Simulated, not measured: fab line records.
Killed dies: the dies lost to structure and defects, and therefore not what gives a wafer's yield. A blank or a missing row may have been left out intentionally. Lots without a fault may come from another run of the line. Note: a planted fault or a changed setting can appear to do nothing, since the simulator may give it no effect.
Commonality check across tools ; flow sky130 ; Sample size 12 lots and 36 wafers

## REASON FOR OPENING
SKY_LDD_P_TW_MEAS_11, reading LDD_P_TW: flagged on 2 of 12 lots. No-fault wafers: 637, standard deviation 4.7.
Rule: a lot is flagged in two cases, either no wafer of it has a number, or all its wafers with numbers fall more than 4 standard deviations from that mean. As for the other lots, they are considered sound.

lot;measured;on;LDD_P_TW, wafer by wafer;flag
L667;day 20 22:44;film metro-02;637 642 637;
L668;day 21 09:54;film metro-01;640 639 637;
L669;day 21 18:42;film metro-01;640 640 641;
L672;day 22 16:18;film metro-02;642 643 637;
L673;day 23 03:32;film metro-01;642 639 639;
L674;day 23 09:27;film metro-01;637 640 645;
L676;day 23 17:35;film metro-01;643 641 641;
L677;day 24 08:37;film metro-01;640 644 643;
L678;day 24 12:58;film metro-02;634 632 637;
L679;day 25 02:58;film metro-03;630 630 634;
L684;day 26 11:43;film metro-02;584 584 580;FLAGGED
L686;day 27 10:13;film metro-03;573 573 572;FLAGGED
Average over the flagged lots: 578; offset from the usual -59, equal to -13 standard deviations.

## WHICH TOOL EACH LOT WENT THROUGH
The record keeps 1 process step preceding the reading, out of 708 steps on the route. Each cell gives the tool, then ch followed by the chambers the sampled wafers passed through, then the start.
lot;flag;SKY_LDD_P_IMPLANT_09
L667;;implanter-02 ch 0, day 20 22:31
L668;;implanter-02 ch 0, day 21 09:40
L669;;implanter-03 ch 0, day 21 18:28
L672;;implanter-02 ch 0, day 22 16:03
L673;;implanter-03 ch 0, day 23 03:19
L674;;implanter-03 ch 0, day 23 09:12
L676;;implanter-02 ch 0, day 23 17:20
L677;;implanter-03 ch 0, day 24 08:22
L678;;implanter-02 ch 0, day 24 12:43
L679;;implanter-02 ch 0, day 25 02:43
L684;FLAGGED;implanter-02 ch 0, day 26 11:29
L686;FLAGGED;implanter-02 ch 0, day 27 09:59
What is done by these steps:
- SKY_LDD_P_IMPLANT_09
- SKY_LDD_P_TW_MEAS_11

## FLAGGED OVER TOTAL, TOOL BY TOOL (the gauges that took the reading come last)
step;tool;lots run;flagged;share of the flagged lots;sound lots run after its first flagged lot
SKY_LDD_P_IMPLANT_09;implanter-02;8;2;all;0
SKY_LDD_P_IMPLANT_09;implanter-03;4;0;none;-
SKY_LDD_P_TW_MEAS_11;film metro-01;6;0;none;-
SKY_LDD_P_TW_MEAS_11;film metro-02;4;1;some;0
SKY_LDD_P_TW_MEAS_11;film metro-03;2;1;some;0

## WHAT THE TABLE PERMITS
1 row of the table ran every flagged lot: implanter-02 at SKY_LDD_P_IMPLANT_09.
- implanter-02 at SKY_LDD_P_IMPLANT_09: 2 of its 8 lots flagged. It ran its last sound lot, L679, at day 25 02:43 and its first flagged lot, L684, at day 26 11:29: a fault with its onset between the two fits. Its own readings (dose ions cm2, faraday current uA) fall more than 4 standard deviations out on all wafers of the flagged lots.
implanter-02 at SKY_LDD_P_IMPLANT_09 is the single tool remaining.

## WHAT HAD BEEN PUT IN BY THE SIMULATOR
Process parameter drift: implanter-02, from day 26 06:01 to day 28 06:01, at SKY_LDD_P_IMPLANT_09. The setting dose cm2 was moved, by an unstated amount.
Lots struck among those shown: L684, L686. The same result came from the rule above.
